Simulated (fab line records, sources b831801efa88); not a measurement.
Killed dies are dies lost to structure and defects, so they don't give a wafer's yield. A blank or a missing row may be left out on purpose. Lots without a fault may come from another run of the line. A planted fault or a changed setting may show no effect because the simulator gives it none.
One fault seen from 2 desks | flow gf180mcu | each desk has only its own numbers; what lay behind them comes last

THE METROLOGY DESK
What the gauges read, lot by lot, whatever tool the lot ran on: means of the sampled wafers that have a number. A lot is out of limits, marked OUT, if its mean lies more than 4 standard deviations from the usual mean; the brackets give that distance.
Columns: A = M4_ALCU_THK at GF_M4_THK_MEAS_06, usual 447 nm
lot  | first seen here | A
L826 | day 22 15:41    | 447
L827 | day 22 19:51    | 449
L828 | day 23 12:47    | 447
L829 | day 23 15:55    | 441
L830 | day 24 00:52    | 441
L831 | day 24 12:37    | 453
L832 | day 24 19:59    | 449
L834 | day 25 11:55    | 445
L835 | day 25 18:24    | 443
L846 | day 29 01:59    | 442
L847 | day 29 08:25    | 444
L848 | day 29 17:05    | 457
L849 | day 29 21:21    | 448
This desk's finding: nothing out of limits on any of the 13 lots.

THE TOOL OWNER'S DESK: cmp-01
The tool's own readings at GF_V3_CMP_26 (polishes, stops on SiO2, t overpolish 15 s, target thk 0 nm): means of the sampled wafers that have a number, for each lot that ran on this tool. A lot is out of limits, marked OUT, if its mean lies more than 4 standard deviations from the usual mean; the brackets give that distance.
Columns: A = motor_current_A at GF_V3_CMP_26, usual 11.2 A; B = overpolish_run_s at GF_V3_CMP_26, usual 15.000 s; C = time_to_endpoint_s at GF_V3_CMP_26, usual 86 s
lot  | first seen here | A    | B                       | C
L827 | day 22 19:12    | 11.6 | 15.005                  | 87
L829 | day 23 15:16    | 11.5 | 15.002                  | 90
L832 | day 24 19:21    | 10.7 | 14.997                  | 90
L834 | day 25 11:15    | 11.0 | 5.020 (-99 or more) OUT | 111 (+7.8) OUT
L837 | day 26 09:32    | 10.2 | 0.037 (-99 or more) OUT | 129 (+13) OUT
L847 | day 29 07:50    | 11.1 | 15.008                  | 82
L848 | day 29 16:32    | 10.9 | 15.004                  | 86
L849 | day 29 20:44    | 11.2 | 15.005                  | 90
This desk's finding: out of limits on L834, L837; first on L834, day 25 11:15 (overpolish_run_s at GF_V3_CMP_26). In limits: L827, L829, L832, L847, L848, L849.

PUT TOGETHER
The tool owner's desk could have raised an alarm at day 25 11:15, on L834, L837.
The metrology desk saw nothing out of limits.
The metrology desk has L834 on record, within its limits.
The metrology desk has no number on record for L837.
Of the lots named, all ran GF_V3_CMP_26 on cmp-01.

WHAT THE SIMULATOR HAD PUT IN
Process parameter drift: cmp-01, from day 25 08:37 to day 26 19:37, at GF_V3_CMP_26. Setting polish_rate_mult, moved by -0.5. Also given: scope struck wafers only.
Lots struck among those shown: L834, L837.
Hours from the fault's start to each desk's first reading out of limits: the tool owner's desk, 3.
